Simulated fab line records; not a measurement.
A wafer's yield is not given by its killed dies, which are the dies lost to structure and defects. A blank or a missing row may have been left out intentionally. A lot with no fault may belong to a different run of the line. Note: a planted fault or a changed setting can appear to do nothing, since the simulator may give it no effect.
Check for tools in common ; flow sky130 ; Sampled: 12 lots, 36 wafers

== REASON FOR OPENING ==
2 of 12 lots carry a flag on the reading VT_ADJUST_NCORE_TW at SKY_VT_ADJUST_NCORE_TW_MEAS_11. Wafers without a fault read 219.4, standard deviation 1.8.
Rule: a lot gets a flag if all its wafers with a number sit over 4 standard deviations from that mean, or if no wafer of it has a number. The other lots count as sound.

lot;measured;on;VT_ADJUST_NCORE_TW, wafer by wafer;flag
L540;day 8 21:04;filmMetro-02;221.5 221.9 220.4;
L548;day 11 01:59;filmMetro-01;162.4 162.1 161.6;FLAGGED
L549;day 11 12:14;filmMetro-01;162.0 162.3 163.0;FLAGGED
L551;day 12 00:17;filmMetro-01;220.8 220.8 221.1;
L552;day 12 08:31;filmMetro-04;217.0 218.0 217.1;
L556;day 13 14:31;filmMetro-02;217.1 218.9 218.3;
L557;day 13 22:13;filmMetro-01;221.6 220.7 221.1;
L558;day 14 01:34;filmMetro-04;216.3 215.4 215.7;
L559;day 14 06:55;filmMetro-04;216.8 215.6 215.7;
L560;day 14 13:09;filmMetro-01;220.8 218.9 219.8;
L561;day 15 00:39;filmMetro-04;218.5 218.3 218.1;
L562;day 15 09:08;filmMetro-01;220.9 220.8 220.0;
The numbers of the flagged lots are 162.2 on average: -57.2 against the usual, or -32 standard deviations.

== WHICH TOOL EACH LOT WENT THROUGH ==
The record keeps 1 process step preceding the reading, out of 708 steps on the route. Read each cell as the tool, then ch plus the chambers that the sampled wafers visited, then the start.
lot;flag;SKY_VT_ADJUST_NCORE_IMPLANT_09
L540;;implanter-03 ch 0, day 8 20:50
L548;FLAGGED;implanter-03 ch 0, day 11 01:44
L549;FLAGGED;implanter-03 ch 0, day 11 12:01
L551;;implanter-02 ch 0, day 12 00:03
L552;;implanter-02 ch 0, day 12 08:16
L556;;implanter-04 ch 0, day 13 14:18
L557;;implanter-02 ch 0, day 13 21:58
L558;;implanter-03 ch 0, day 14 01:19
L559;;implanter-03 ch 0, day 14 06:40
L560;;implanter-03 ch 0, day 14 12:55
L561;;implanter-03 ch 0, day 15 00:26
L562;;implanter-02 ch 0, day 15 08:54
These steps, and what they do:
- SKY_VT_ADJUST_NCORE_IMPLANT_09
- SKY_VT_ADJUST_NCORE_TW_MEAS_11

== FLAGGED OVER TOTAL, TOOL BY TOOL (the gauges that took the reading come last) ==
step;tool;lots run;flagged;share of the flagged lots;sound lots run after its first flagged lot
SKY_VT_ADJUST_NCORE_IMPLANT_09;implanter-02;4;0;none;-
SKY_VT_ADJUST_NCORE_IMPLANT_09;implanter-03;7;2;all;4 (L558,L559,L560,L561)
SKY_VT_ADJUST_NCORE_IMPLANT_09;implanter-04;1;0;none;-
SKY_VT_ADJUST_NCORE_TW_MEAS_11;filmMetro-01;6;2;all;4 (L551,L557,L560,L562)
SKY_VT_ADJUST_NCORE_TW_MEAS_11;filmMetro-02;2;0;none;-
SKY_VT_ADJUST_NCORE_TW_MEAS_11;filmMetro-04;4;0;none;-

== WHAT IS ALLOWED BY THE TABLE ==
implanter-03 at SKY_VT_ADJUST_NCORE_IMPLANT_09 and filmMetro-01 at SKY_VT_ADJUST_NCORE_TW_MEAS_11 are the 2 rows of the table that ran each flagged lot.
- implanter-03 at SKY_VT_ADJUST_NCORE_IMPLANT_09: 2 of its 7 lots flagged. Lots that were sound ran on it after the first flagged one (L558, L559, L560, L561); a persistent fault on the entire tool would not allow that. Its own readings lie more than 4 standard deviations out on every wafer of the flagged lots: doseIonsCm2, faradayCurrentUA.
- filmMetro-01 at SKY_VT_ADJUST_NCORE_TW_MEAS_11: 2 of its 6 lots flagged. Lots that were sound ran on it after the first flagged one (L551, L557, L560, L562); a persistent fault on the entire tool would not allow that.
Every row of the table either missed a flagged lot or ran a sound lot after the first.

== WHAT HAD BEEN PUT IN BY THE SIMULATOR ==
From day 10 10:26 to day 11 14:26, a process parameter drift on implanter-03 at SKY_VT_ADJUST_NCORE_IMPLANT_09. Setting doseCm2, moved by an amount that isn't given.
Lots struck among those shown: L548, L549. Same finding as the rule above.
